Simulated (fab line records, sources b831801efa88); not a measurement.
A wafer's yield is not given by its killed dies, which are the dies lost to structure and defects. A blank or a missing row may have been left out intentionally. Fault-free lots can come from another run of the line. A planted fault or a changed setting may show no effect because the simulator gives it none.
Chamber matching -- flow sky130 -- SKY_VIA3_CMP_02 on cmp-01 has 4 sister chambers
The step polishes SiO2. 20 wafers are shown with their chamber, then 10 later ones without.

== WAFERS WITH THEIR CHAMBER ==
wafer,chamber,motor_current_A (A),head_pressure_psi (psi),platen_rpm (rpm)
L076.1,2,9.6,4.003,60.03
L076.2,1,11.5,4.004,60.04
L076.6,0,12.3,4.005,60.04
L080.2,0,12.6,3.998,60.04
L080.3,2,8.8,4.014,59.97
L080.4,3,9.4,4.000,60.00
L081.1,3,9.8,3.997,60.02
L081.3,1,11.6,4.004,59.98
L081.5,1,12.2,3.992,59.98
L082.1,2,9.6,3.989,60.03
L082.2,3,9.5,4.007,59.99
L082.5,0,12.2,4.019,60.00
L084.1,3,10.0,3.997,60.02
L084.3,2,10.0,4.000,60.03
L084.6,1,11.1,4.006,60.03
L088.2,2,10.3,4.011,60.03
L088.4,0,12.2,4.000,59.95
L088.5,2,9.7,4.005,60.00
L091.3,1,12.0,3.993,59.97
L091.5,1,11.6,4.000,59.96

SIGNATURES, as means of the wafers listed above
reading,chamber 0,chamber 1,chamber 2,chamber 3,scatter within a chamber
motor_current_A,12.325,11.667,9.667,9.675,0.384
head_pressure_psi,4.00550,3.99983,4.00367,4.00025,0.00753
platen_rpm,60.0075,59.9933,60.0150,60.0075,0.0304
Rule: a wafer lies at a distance from a chamber equal to the root of the sum of squares, over the readings, of (its reading less the chamber's mean, divided by the reading's scatter). The wafer belongs to the nearest chamber; if the next one is less than 2 further off, it can't be placed. The scatter: take each reading less its chamber's mean, square it, sum over the shown wafers, divide by the number of wafers less the number of chambers, and take the root.

== WAFERS MISSING THEIR CHAMBER ==
wafer,motor_current_A (A),head_pressure_psi (psi),platen_rpm (rpm)
L091.6,13.6,4.021,59.95
L094.2,10.0,4.002,59.96
L094.4,12.1,4.002,59.97
L094.6,11.5,3.987,59.98
L096.1,12.6,4.013,60.09
L096.2,10.0,3.984,59.99
L096.4,11.7,4.006,60.07
L097.2,10.2,3.995,59.96
L097.3,13.7,3.995,60.03
L097.5,9.5,4.005,59.96

== EACH ONE'S CHAMBER ==
wafer,from the rows above,in truth
L091.6,can't be placed: 0 or 1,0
L094.2,can't be placed: 3 or 2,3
L094.4,can't be placed: 1 or 0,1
L094.6,can't be placed: 1 or 0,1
L096.1,can't be placed: 0 or 1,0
L096.2,can't be placed: 3 or 2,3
L096.4,can't be placed: 0 or 1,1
L097.2,can't be placed: 3 or 2 or 1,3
L097.3,can't be placed: 0 or 1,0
L097.5,can't be placed: 3 or 2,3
Placed correctly: 0 of 10. Can't be placed from these rows: 10 (the true chamber is among the candidates in 10). 0 placed wrongly.
